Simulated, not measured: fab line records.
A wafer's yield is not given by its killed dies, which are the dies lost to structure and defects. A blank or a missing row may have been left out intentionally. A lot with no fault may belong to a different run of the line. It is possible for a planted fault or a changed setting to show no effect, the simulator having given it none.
Matching of chambers / flow sky130 / 4 sister chambers for SKY_LI_CONTACT_CMP_24 on cmp-01
The step polishes, stops on PSG, t overpolish 20 s, target thk 0 nm. 4 wafers are shown with their chamber, then 8 later ones without.

== WAFERS PAIRED WITH THEIR CHAMBERS ==
wafer=L831.6; chamber=0; motor_current_A (A)=11.0
wafer=L832.1; chamber=3; motor_current_A (A)=8.8
wafer=L832.6; chamber=2; motor_current_A (A)=15.0
wafer=L834.2; chamber=1; motor_current_A (A)=12.2

== WAFERS MISSING THEIR CHAMBER ==
wafer=L834.4; motor_current_A (A)=14.3
wafer=L834.6; motor_current_A (A)=9.5
wafer=L835.4; motor_current_A (A)=12.0
wafer=L835.5; motor_current_A (A)=8.9
wafer=L835.6; motor_current_A (A)=14.5
wafer=L837.2; motor_current_A (A)=14.6
wafer=L837.4; motor_current_A (A)=10.8
wafer=L837.5; motor_current_A (A)=10.5

== EACH ONE'S CHAMBER ==
wafer=L834.4; from the rows above=2; in truth=2
wafer=L834.6; from the rows above=can't be placed: 3 or 0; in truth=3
wafer=L835.4; from the rows above=can't be placed: 1 or 0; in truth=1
wafer=L835.5; from the rows above=3; in truth=3
wafer=L835.6; from the rows above=2; in truth=2
wafer=L837.2; from the rows above=2; in truth=2
wafer=L837.4; from the rows above=0; in truth=0
wafer=L837.5; from the rows above=0; in truth=0
Placed correctly: 6 of 8. These rows do not allow placing 2 (true chamber among the candidates in 2). Number placed wrongly: 0.
How it was worked out, from the rows above alone: a wafer's distance from a chamber is the root of the sum, over the readings, of the square of ((its reading less the chamber's mean) divided by the reading's scatter). The wafer belongs to the nearest chamber; if the next one is less than 2 further off, it can't be placed. For every chamber, the mean is computed from those of its wafers that are shown. The scatter: with one shown wafer a chamber, the root of the mean of the squares of how far each hidden wafer lies from its nearest shown one.
